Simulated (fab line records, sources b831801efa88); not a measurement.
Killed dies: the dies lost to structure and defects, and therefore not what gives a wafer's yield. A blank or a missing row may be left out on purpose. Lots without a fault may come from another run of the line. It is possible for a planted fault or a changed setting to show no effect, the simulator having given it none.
The tool behind it: which one? || flow sky130 || 6 lots, 18 wafers sampled, at 2 steps of a route of 708

WHAT EACH GAUGE READ, for each wafer
SKY_SONOS_TUNNEL_CD_MEAS_07 targets a cd of 410 nm.
{"lot": "L483", "measured": "day 11 08:59", "on": "cd sem-02", "cd nm (nm)": "411.6 410.5 411.7"}
{"lot": "L488", "measured": "day 13 07:32", "on": "cd sem-01", "cd nm (nm)": "410.9 411.2 412.2"}
{"lot": "L493", "measured": "day 14 20:55", "on": "cd sem-02", "cd nm (nm)": "409.3 410.9 407.9"}
{"lot": "L496", "measured": "day 16 06:23", "on": "cd sem-02", "cd nm (nm)": "397.1 396.7 400.9"}
{"lot": "L503", "measured": "day 18 10:35", "on": "cd sem-02", "cd nm (nm)": "410.1 411.0 413.4"}
{"lot": "L504", "measured": "day 19 05:34", "on": "cd sem-01", "cd nm (nm)": "410.1 408.8 409.2"}

WHAT TOOL EACH LOT RAN ON (gives the tool, then ch and the chambers of the sampled wafers, and finally the start)
{"lot": "L483", "SKY_SONOS_TUNNEL_DEVELOP_06": "litho track-02 ch 0, day 11 08:51"}
{"lot": "L488", "SKY_SONOS_TUNNEL_DEVELOP_06": "litho track-02 ch 0, day 13 07:23"}
{"lot": "L493", "SKY_SONOS_TUNNEL_DEVELOP_06": "litho track-04 ch 0, day 14 20:46"}
{"lot": "L496", "SKY_SONOS_TUNNEL_DEVELOP_06": "litho track-02 ch 0, day 16 06:15"}
{"lot": "L503", "SKY_SONOS_TUNNEL_DEVELOP_06": "litho track-04 ch 0, day 18 10:26"}
{"lot": "L504", "SKY_SONOS_TUNNEL_DEVELOP_06": "litho track-04 ch 0, day 19 05:25"}
- SKY_SONOS_TUNNEL_DEVELOP_06: develop time 60 s.

THE ANSWER, worked out from the rows above alone
Rule: what is usual is taken from the lots themselves. The widest of any qualifying gaps counts: lots, ordered by their means at a reading, are off when they make up no more than a third of the lots, leave a main group of 4 or more, and stand apart from it by 3 or more times the standard deviation of that group's means. A main group is skipped when, at the precision printed for the reading in the tables above, its means are all equal. Also off: a lot with no number at a reading for which 4 or more lots have one. Where the step has rows for the other lots, those lots are counted as sound.
Off, at SKY_SONOS_TUNNEL_CD_MEAS_07 on cd nm: L496. Main group: mean 410.6 nm, sd 1.
A tool fits if, at a process step before that reading, it ran every lot that is off, and no sound lot after the first of them. Those tools and the gauges at SKY_SONOS_TUNNEL_CD_MEAS_07 are tried in the same way. One fits: litho track-02 at SKY_SONOS_TUNNEL_DEVELOP_06. Its last sound lot is L488 (day 13 07:23), its first lot that is off L496 (day 16 06:15): a fault that began between those two fits.

WHAT THE SIMULATOR HAD INSERTED
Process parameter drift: litho track-02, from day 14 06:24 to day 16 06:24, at SKY_SONOS_TUNNEL_DEVELOP_06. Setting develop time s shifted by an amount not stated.
Lots struck among those shown: L496. The rule above found the same.
